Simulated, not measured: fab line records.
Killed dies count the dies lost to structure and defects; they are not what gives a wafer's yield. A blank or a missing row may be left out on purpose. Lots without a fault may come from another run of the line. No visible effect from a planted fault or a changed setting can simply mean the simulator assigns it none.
Which of the tools did it?	flow gf180mcu	12 lots with 36 wafers sampled at 6 steps, on a route of 602 steps

WHAT EACH GAUGE READ, for each wafer
GF_NWELL_OVL_MEAS_07. Usual: NWELL_OVL 0.0 nm, standard deviation 1.3.
lot	measured	on	NWELL_OVL (nm)	flag
L671	day 3 13:44	overlay-02	1.1 -0.7 -0.2	
L672	day 3 21:38	overlay-01	0.7 -0.3 -2.1	
L674	day 4 07:15	overlay-01	0.1 -0.2 0.3	
L675	day 4 10:02	overlay-01	0.5 1.4 -0.8	
L681	day 5 19:53	overlay-02	1.5 2.1 1.6	
L685	day 6 19:18	overlay-02	-0.8 -0.3 -0.7	
L686	day 7 00:56	overlay-02	0.2 0.0 1.3	
L687	day 7 05:05	overlay-01	-2.3 -2.3 -1.6	
L690	day 7 22:24	overlay-02	1.5 0.6 -0.5	
L691	day 8 03:03	overlay-02	1.6 1.2 2.3	
L692	day 8 10:54	overlay-02	1.3 0.5 -1.9	
L693	day 8 14:02	overlay-02	-0.6 -1.6 2.0	

GF_LVPWELL_OVL_MEAS_07. Usual: LVPWELL_OVL -0.6 nm, standard deviation 1.
lot	measured	on	LVPWELL_OVL (nm)	flag
L671	day 4 03:17	overlay-01	-0.6 0.0 -0.8	
L672	day 4 12:08	overlay-01	-0.3 -1.2 -1.0	
L674	day 4 21:21	overlay-02	0.5 -0.9 0.1	
L675	day 5 00:08	overlay-02	-2.9 -0.6 -0.6	
L681	day 6 11:40	overlay-02	-1.3 -2.6 -3.0	
L685	day 7 10:42	overlay-01	0.0 -0.4 -1.4	
L686	day 7 16:57	overlay-02	0.3 0.9 -0.3	
L687	day 7 21:08	overlay-02	0.1 -0.9 -0.7	
L690	day 8 16:05	overlay-02	1.1 0.0 -2.1	
L691	day 8 20:35	overlay-02	-0.5 -1.5 -0.7	
L692	day 9 04:27	overlay-02	-0.4 -2.1 -2.1	
L693	day 9 08:05	overlay-01	-0.2 0.0 1.8	

GF_HV_LDD_CD_MEAS_19 targets a cd of 400 nm. Usual: 399.7 nm for cd-nm, sd 2.6.
lot	measured	on	cd-nm (nm)	flag
L671	day 11 05:01	cd-sem-01	403.8 403.4 405.1	
L672	day 11 16:58	cd-sem-01	400.1 400.7 401.5	
L674	day 12 06:27	cd-sem-01	400.7 398.3 403.7	
L675	day 12 12:13	cd-sem-01	396.6 396.9 398.2	
L681	day 14 10:34	cd-sem-02	- - -	OFF
L685	day 15 21:00	cd-sem-02	402.2 399.8 400.3	
L686	day 16 12:14	cd-sem-01	399.8 401.0 397.7	
L687	day 16 12:08	cd-sem-02	399.9 401.5 400.5	
L690	day 17 17:31	cd-sem-01	399.3 401.1 398.4	
L691	day 17 17:43	cd-sem-01	397.5 397.3 397.0	
L692	day 18 05:14	cd-sem-01	402.8 403.1 401.8	
L693	day 18 15:02	cd-sem-01	399.1 398.2 398.0	

GF_HV_LDD_TW_MEAS_23. Usual: HV_LDD_2_TW 1055, standard deviation 4.9.
lot	measured	on	HV_LDD_2_TW	flag
L671	day 11 05:25	film-metro-01	1045 1050 1048	
L672	day 11 17:22	film-metro-01	1043 1049 1047	
L674	day 12 06:50	film-metro-04	1062 1061 1064	
L675	day 12 12:37	film-metro-02	1053 1051 1056	
L681	day 14 10:57	film-metro-02	30 30 30 30 30 30	OFF
L685	day 15 21:23	film-metro-02	1047 1054 1047	
L686	day 16 12:37	film-metro-02	1055 1053 1049	
L687	day 16 12:32	film-metro-04	1058 1062 1064	
L690	day 17 17:54	film-metro-04	1060 1058 1055	
L691	day 17 18:07	film-metro-02	1051 1050 1055	
L692	day 18 05:37	film-metro-04	1061 1051 1061	
L693	day 18 15:26	film-metro-02	1053 1056 1052	

GF_HV_LDD_THK_MEAS_55. Usual: HV_LDD_CVD_54_THK 9.99 nm, standard deviation 0.16.
lot	measured	on	HV_LDD_CVD_54_THK (nm)	flag
L671	day 12 23:25	film-metro-02	10.14 10.11 10.11	
L672	day 13 11:31	film-metro-01	9.82 9.94 10.03	
L674	day 14 00:40	film-metro-02	9.93 10.06 10.01	
L675	day 14 06:55	film-metro-01	9.86 9.74 9.91	
L685	day 17 20:59	film-metro-04	9.68 9.65 9.63	
L686	day 18 13:17	film-metro-01	9.75 9.88 9.89	
L687	day 18 13:14	film-metro-02	9.79 9.84 9.86	
L690	day 19 21:38	film-metro-01	9.76 9.77 9.58	
L691	day 19 21:19	film-metro-01	10.15 10.09 10.05	
L692	day 20 08:51	film-metro-01	9.83 9.93 9.92	
L693	day 20 19:37	film-metro-01	10.02 10.25 10.23	

WHICH TOOL RAN EACH LOT (tool, then ch and the chambers of the sampled wafers, then the start)
lot	GF_HV_LDD_EXPOSE_16
L671	iline-stepper-01 ch 0, day 10 20:04
L672	iline-stepper-02 ch 0, day 11 07:50
L674	iline-stepper-01 ch 0, day 11 20:51
L675	iline-stepper-02 ch 0, day 12 02:43
L681	iline-stepper-02 ch 0, day 14 00:42
L685	iline-stepper-02 ch 0, day 15 10:04
L686	iline-stepper-01 ch 0, day 16 00:57
L687	iline-stepper-02 ch 0, day 16 00:41
L690	iline-stepper-02 ch 0, day 17 05:52
L691	iline-stepper-02 ch 0, day 17 06:01
L692	iline-stepper-02 ch 0, day 17 17:21
L693	iline-stepper-02 ch 0, day 18 03:17
- GF_HV_LDD_EXPOSE_16: exposes mask Pplus LV AREA, target cd 400 nm.

AS READ BY THE TOOLS THEMSELVES (means over the sampled wafers that have a number; for cases with no such wafer, the mark the record gives instead)
GF_HV_LDD_EXPOSE_16. Usual: 140.02 for exposure-dose-mJ-cm2, sd 0.13.
lot	tool	exposure-dose-mJ-cm2	flag
L671	iline-stepper-01	139.99	
L672	iline-stepper-02	140.14	
L674	iline-stepper-01	140.09	
L675	iline-stepper-02	139.99	
L681	iline-stepper-02	139.96	
L685	iline-stepper-02	140.08	
L686	iline-stepper-01	139.87	
L687	iline-stepper-02	140.15	
L690	iline-stepper-02	140.02	
L691	iline-stepper-02	139.86	
L692	iline-stepper-02	140.06	
L693	iline-stepper-02	140.05	

THE ANSWER, worked out from the rows above alone
Rule: a lot is off if the mean of its wafers that have a number lies more than 3 standard deviations from the usual mean. A lot without any number at a reading at which 4 lots or more have one is off too. All remaining lots with rows at the step are treated as sound. Order of review: gauges by route order, followed by the tools' own readings, for which a lot's mean as printed above is used. At the first step where some lot is off, the reading lying furthest off is the one used; lots without a number count as furthest.
Off: L681 (GF_HV_LDD_CD_MEAS_19, cd-nm). Without a number there: L681.
A tool fits if, at a process step before that reading, it ran every lot that is off, and no sound lot after the first of them. The gauges at GF_HV_LDD_CD_MEAS_19 aren't tried: what is off there is off at GF_HV_LDD_TW_MEAS_23 too, on other tools, and a gauge's error can't cause that. None of those tried fits.

WHAT THE SIMULATOR HAD PUT IN
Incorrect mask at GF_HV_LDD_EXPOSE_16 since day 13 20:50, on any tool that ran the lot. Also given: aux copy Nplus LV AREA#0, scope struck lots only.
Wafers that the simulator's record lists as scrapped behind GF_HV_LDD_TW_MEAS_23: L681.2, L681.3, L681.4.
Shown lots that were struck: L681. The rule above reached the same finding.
